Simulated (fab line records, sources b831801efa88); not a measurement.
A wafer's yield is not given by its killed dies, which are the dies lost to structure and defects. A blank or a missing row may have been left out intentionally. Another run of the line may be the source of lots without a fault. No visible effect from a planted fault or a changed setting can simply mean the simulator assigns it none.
A struck lot beside a sound one	flow sky130	16 steps out of a route of 708
Sound: the wafers L481.1, L481.3, L481.6. The struck wafers were L490.2, L490.3, L490.6. The cause comes at the end.
For every step that has rows: the tool of each side, followed by ch and its chambers, followed by its first start. Under that, the readings that differ: sound wafers	struck wafers	difference of the means	sigmas: that difference in standard deviations of wafers without a fault.
alike: readings whose means differ by less than 2 such deviations, and words and numbers that are the same on both sides. not compared: withheld readings, readings that some wafer has no value for, bounds like >300 that may hide the same value, and numbers for which the record gives no deviation and whose values overlap.
The two part at a step that has a row with sigmas, a row that says differs or no value, or rows on one side only. Non-overlapping numbers with no deviation appear without sigmas and do not part them. A reading missing from all wafers of one side parts the sides only when that side holds two or more wafers.

first, 1 step without rows for these wafers: SKY_VIA1_ETCH_15 (etches SiO2 in C4F8/O2/Ar, stops on TiN, target depth 351 nm, time 54 s).
SKY_VIA1_STRIP_16: strips in O2/N2.
  sound on plasmaAsher-01 ch 0,1, day 34 01:38; struck on plasmaAsher-03 ch 0,1, day 37 06:17
  alike: drypumpMotorCurrentA, oesProductAu, stripTimeToEndpointS
  not compared: rfHoursCounterH
then, 4 steps without rows for these wafers: SKY_VIA1_STRIP_17 (strips in post etch residue remover, time 1200 s); SKY_VIA1_CLEAN_18 (cleans in IPA, time 180 s); SKY_VIA1_CLEAN_19 (cleans in O3/DIW); SKY_VIA1_SPUTTER_20 (material TiN, target thk 20 nm, time 80 s).
SKY_VIA1_CVD_21: deposits W, target thk 270 nm, time 80.902 s.
  sound on cvdW-02 ch 0, day 34 02:20; struck on cvdW-01 ch 0,1, day 37 06:56
reading	sound	struck	difference	sigmas
heaterPowerW (W)	764 775 781	857 975 967	+160	+3
SKY_VIA1_RS_MEAS_22: uses a four-point probe to measure.
  sound on filmMetro-02 at day 34 02:25; struck on filmMetro-03 at day 37 07:03
reading	sound	struck	difference	sigmas
VIA1_W_RS (ohm/sq)	0.431 0.432 0.435	0.427 0.420 0.416	-0.012	-2
SKY_VIA1_THK_MEAS_23: measures by xrf.
  sound on filmMetro-02 at day 34 02:32; struck on filmMetro-03 at day 37 07:10
reading	sound	struck	difference	sigmas
VIA1_W_THK (nm)	275 276 274	280 286 286	+9	+2
then, 1 step without rows for these wafers: SKY_VIA1_CMP_24 (polishes, stops on SiO2, t overpolish 15 s, target thk 0 nm).
SKY_METAL2_SPUTTER_00: material Ti, target thk 15 nm, time 10 s.
  sound on pvdSputter-02 at day 34 02:54; struck on pvdSputter-01 at day 37 07:31
  alike: throttleValvePct
then, 1 step without rows for these wafers: SKY_METAL2_SPUTTER_01 (material TiN, target thk 20 nm, time 16.7 s).
SKY_METAL2_SPUTTER_02: material AlCu, target thk 250 nm, time 13.3 s.
  sound on pvdSputter-02 at day 34 02:57; struck on pvdSputter-01 at day 37 07:34
reading	sound	struck	difference	sigmas
model.AlCu_of_METAL2_SPUTTER_02.thkNm (nm)	251.9 247.7 252.5	485.6 483.2 482.4	+233.0	
  alike: throttleValvePct
SKY_METAL2_SPUTTER_03: material Ti, target thk 5 nm, time 3.3 s.
  sound on pvdSputter-02 at day 34 02:58; struck on pvdSputter-01 at day 37 07:35
  alike: throttleValvePct
SKY_METAL2_SPUTTER_04: material TiN, target thk 70 nm, time 58.3 s.
  sound on pvdSputter-02 at day 34 02:59; struck on pvdSputter-01 at day 37 07:36
  alike: throttleValvePct
SKY_METAL2_RS_MEAS_05: uses a four-point probe to measure.
  sound on filmMetro-01 at day 34 03:02; struck on filmMetro-04 at day 37 07:58
reading	sound	struck	difference	sigmas
METAL2_ALCU_RS (ohm/sq)	0.1263 0.1281 0.1257	0.0645 0.0648 0.0650	-0.0619	-44
  not compared: hold

== WHERE THEY PART ==
First at SKY_VIA1_CVD_21; last, within this record, at SKY_METAL2_RS_MEAS_05.

WHY: what had been put in by the simulator
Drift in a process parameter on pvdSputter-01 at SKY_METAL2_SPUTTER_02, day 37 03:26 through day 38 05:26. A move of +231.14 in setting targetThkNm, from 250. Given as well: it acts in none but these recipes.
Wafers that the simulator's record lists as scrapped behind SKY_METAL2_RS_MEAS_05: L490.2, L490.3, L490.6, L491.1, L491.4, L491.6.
